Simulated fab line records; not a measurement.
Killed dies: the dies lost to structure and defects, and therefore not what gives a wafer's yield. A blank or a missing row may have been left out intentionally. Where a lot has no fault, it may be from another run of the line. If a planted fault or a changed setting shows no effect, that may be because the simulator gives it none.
Tool commonality check || flow sky130 || 32 wafers sampled across 11 lots

REASON IT WAS OPENED
2 of 11 lots carry a flag on the reading SD_N_RS at SKY_SD_N_RS_MEAS_16. Wafers without a fault read 68.60 ohm/sq, standard deviation 0.12.
Rule: a lot gets a flag if all its wafers with a number sit over 4 standard deviations from that mean, or if no wafer of it has a number. All remaining lots are regarded as sound.

{"lot": "L890", "measured": "day 28 21:10", "on": "filmMetro-02", "SD_N_RS (ohm/sq), wafer by wafer": "68.83 68.62 68.62", "flag": ""}
{"lot": "L888", "measured": "day 29 00:38", "on": "filmMetro-03", "SD_N_RS (ohm/sq), wafer by wafer": "68.64 68.52 68.58", "flag": ""}
{"lot": "L892", "measured": "day 29 09:16", "on": "filmMetro-02", "SD_N_RS (ohm/sq), wafer by wafer": "68.58 68.64 68.62", "flag": ""}
{"lot": "L897", "measured": "day 31 05:10", "on": "filmMetro-03", "SD_N_RS (ohm/sq), wafer by wafer": "66.50 66.64 66.64", "flag": "FLAGGED"}
{"lot": "L899", "measured": "day 31 16:14", "on": "filmMetro-02", "SD_N_RS (ohm/sq), wafer by wafer": "66.20 66.46 66.43", "flag": "FLAGGED"}
{"lot": "L907", "measured": "day 35 02:21", "on": "filmMetro-03", "SD_N_RS (ohm/sq), wafer by wafer": "68.63 68.63 68.72", "flag": ""}
{"lot": "L908", "measured": "day 35 03:22", "on": "filmMetro-02", "SD_N_RS (ohm/sq), wafer by wafer": "68.57 68.72 68.72", "flag": ""}
{"lot": "L905", "measured": "day 35 03:58", "on": "filmMetro-02", "SD_N_RS (ohm/sq), wafer by wafer": "68.36 68.52 68.39", "flag": ""}
{"lot": "L906", "measured": "day 35 06:16", "on": "filmMetro-02", "SD_N_RS (ohm/sq), wafer by wafer": "68.64 68.61", "flag": ""}
{"lot": "L910", "measured": "day 35 06:40", "on": "filmMetro-04", "SD_N_RS (ohm/sq), wafer by wafer": "68.56 68.53 68.52", "flag": ""}
{"lot": "L911", "measured": "day 35 14:34", "on": "filmMetro-04", "SD_N_RS (ohm/sq), wafer by wafer": "68.37 68.54 68.42", "flag": ""}
The numbers of the flagged lots are 66.48 ohm/sq on average: -2.12 ohm/sq against the usual, or -18 standard deviations.

WHICH TOOL EACH LOT WENT THROUGH
The record holds 3 process steps before the reading, out of a route of 708 steps. Each cell gives the tool, then ch followed by the chambers the sampled wafers passed through, then the start.
{"lot": "L890", "flag": "", "SKY_POLY_CUT_ETCH_11": "rieDiel-02 ch 0,1,2, day 25 05:08", "SKY_SD_N_IMPLANT_09": "implanter-01 ch 0, day 28 20:29", "SKY_SD_N_STRIP_11": "plasmaAsher-01 ch 0,1, day 28 20:45"}
{"lot": "L888", "flag": "", "SKY_POLY_CUT_ETCH_11": "rieDiel-02 ch 1,2,3, day 25 09:13", "SKY_SD_N_IMPLANT_09": "implanter-03 ch 0, day 28 23:56", "SKY_SD_N_STRIP_11": "plasmaAsher-04 ch 0,1, day 29 00:13"}
{"lot": "L892", "flag": "", "SKY_POLY_CUT_ETCH_11": "rieDiel-04 ch 0,1,2, day 25 19:13", "SKY_SD_N_IMPLANT_09": "implanter-03 ch 0, day 29 08:35", "SKY_SD_N_STRIP_11": "plasmaAsher-02 ch 0,1, day 29 08:53"}
{"lot": "L897", "flag": "FLAGGED", "SKY_POLY_CUT_ETCH_11": "rieDiel-02 ch 1,2,3, day 27 15:55", "SKY_SD_N_IMPLANT_09": "implanter-03 ch 0, day 31 04:29", "SKY_SD_N_STRIP_11": "plasmaAsher-02 ch 0,1, day 31 04:45"}
{"lot": "L899", "flag": "FLAGGED", "SKY_POLY_CUT_ETCH_11": "rieDiel-01 ch 0,1, day 28 02:35", "SKY_SD_N_IMPLANT_09": "implanter-03 ch 0, day 31 15:33", "SKY_SD_N_STRIP_11": "plasmaAsher-01 ch 0,1, day 31 15:50"}
{"lot": "L907", "flag": "", "SKY_POLY_CUT_ETCH_11": "rieDiel-01 ch 0,3, day 31 17:59", "SKY_SD_N_IMPLANT_09": "implanter-02 ch 0, day 35 01:40", "SKY_SD_N_STRIP_11": "plasmaAsher-04 ch 0,1, day 35 01:58"}
{"lot": "L908", "flag": "", "SKY_POLY_CUT_ETCH_11": "rieDiel-04 ch 0,1,2, day 31 18:43", "SKY_SD_N_IMPLANT_09": "implanter-02 ch 0, day 35 02:41", "SKY_SD_N_STRIP_11": "plasmaAsher-02 ch 0,1, day 35 02:58"}
{"lot": "L905", "flag": "", "SKY_POLY_CUT_ETCH_11": "rieDiel-02 ch 0,1,3, day 31 19:22", "SKY_SD_N_IMPLANT_09": "implanter-03 ch 0, day 35 03:17", "SKY_SD_N_STRIP_11": "plasmaAsher-04 ch 0,1, day 35 03:35"}
{"lot": "L906", "flag": "", "SKY_POLY_CUT_ETCH_11": "rieDiel-04 ch 0,1, day 31 20:56", "SKY_SD_N_IMPLANT_09": "implanter-03 ch 0, day 35 05:35", "SKY_SD_N_STRIP_11": "plasmaAsher-04 ch 1, day 35 05:51"}
{"lot": "L910", "flag": "", "SKY_POLY_CUT_ETCH_11": "rieDiel-02 ch 1,2, day 31 21:46", "SKY_SD_N_IMPLANT_09": "implanter-02 ch 0, day 35 05:59", "SKY_SD_N_STRIP_11": "plasmaAsher-04 ch 0,1, day 35 06:17"}
{"lot": "L911", "flag": "", "SKY_POLY_CUT_ETCH_11": "rieDiel-01 ch 0,1,2, day 32 06:58", "SKY_SD_N_IMPLANT_09": "implanter-03 ch 0, day 35 13:53", "SKY_SD_N_STRIP_11": "plasmaAsher-04 ch 0,1, day 35 14:11"}
What the steps here do:
- SKY_POLY_CUT_ETCH_11: etches Si3N4 in CF4/CH2F2/Ar, stops on poly-Si, time 42.5 s, target depth 60 nm.
- SKY_SD_N_IMPLANT_09
- SKY_SD_N_STRIP_11: strips in O2/N2.
- SKY_SD_N_RS_MEAS_16: measures by four-point-probe.

FLAGGED AGAINST TOTAL, ONE TOOL AT A TIME (gauges that did the reading follow at the end)
{"step": "SKY_POLY_CUT_ETCH_11", "tool": "rieDiel-01", "lots run": 3, "flagged": 1, "share of the flagged lots": "some", "sound lots run after its first flagged lot": "2 (L907,L911)"}
{"step": "SKY_POLY_CUT_ETCH_11", "tool": "rieDiel-02", "lots run": 5, "flagged": 1, "share of the flagged lots": "some", "sound lots run after its first flagged lot": "2 (L905,L910)"}
{"step": "SKY_POLY_CUT_ETCH_11", "tool": "rieDiel-04", "lots run": 3, "flagged": 0, "share of the flagged lots": "none", "sound lots run after its first flagged lot": "-"}
{"step": "SKY_SD_N_IMPLANT_09", "tool": "implanter-01", "lots run": 1, "flagged": 0, "share of the flagged lots": "none", "sound lots run after its first flagged lot": "-"}
{"step": "SKY_SD_N_IMPLANT_09", "tool": "implanter-02", "lots run": 3, "flagged": 0, "share of the flagged lots": "none", "sound lots run after its first flagged lot": "-"}
{"step": "SKY_SD_N_IMPLANT_09", "tool": "implanter-03", "lots run": 7, "flagged": 2, "share of the flagged lots": "all", "sound lots run after its first flagged lot": "3 (L905,L906,L911)"}
{"step": "SKY_SD_N_STRIP_11", "tool": "plasmaAsher-01", "lots run": 2, "flagged": 1, "share of the flagged lots": "some", "sound lots run after its first flagged lot": 0}
{"step": "SKY_SD_N_STRIP_11", "tool": "plasmaAsher-02", "lots run": 3, "flagged": 1, "share of the flagged lots": "some", "sound lots run after its first flagged lot": "1 (L908)"}
{"step": "SKY_SD_N_STRIP_11", "tool": "plasmaAsher-04", "lots run": 6, "flagged": 0, "share of the flagged lots": "none", "sound lots run after its first flagged lot": "-"}
{"step": "SKY_SD_N_RS_MEAS_16", "tool": "filmMetro-02", "lots run": 6, "flagged": 1, "share of the flagged lots": "some", "sound lots run after its first flagged lot": "3 (L908,L905,L906)"}
{"step": "SKY_SD_N_RS_MEAS_16", "tool": "filmMetro-03", "lots run": 3, "flagged": 1, "share of the flagged lots": "some", "sound lots run after its first flagged lot": "1 (L907)"}
{"step": "SKY_SD_N_RS_MEAS_16", "tool": "filmMetro-04", "lots run": 2, "flagged": 0, "share of the flagged lots": "none", "sound lots run after its first flagged lot": "-"}

WHAT THE TABLE ALLOWS
In the table, 1 row covers all flagged lots: implanter-03 at SKY_SD_N_IMPLANT_09.
- implanter-03 at SKY_SD_N_IMPLANT_09: 2 of its 7 lots flagged. Sound lots ran on it after the first flagged one (L905, L906, L911), which a lasting fault on the whole tool wouldn't allow. Its own readings lie more than 4 standard deviations out on every wafer of the flagged lots: beamEnergyKeV.
Every row of the table either missed a flagged lot or ran a sound lot after the first.

WHAT THE SIMULATOR PUT IN
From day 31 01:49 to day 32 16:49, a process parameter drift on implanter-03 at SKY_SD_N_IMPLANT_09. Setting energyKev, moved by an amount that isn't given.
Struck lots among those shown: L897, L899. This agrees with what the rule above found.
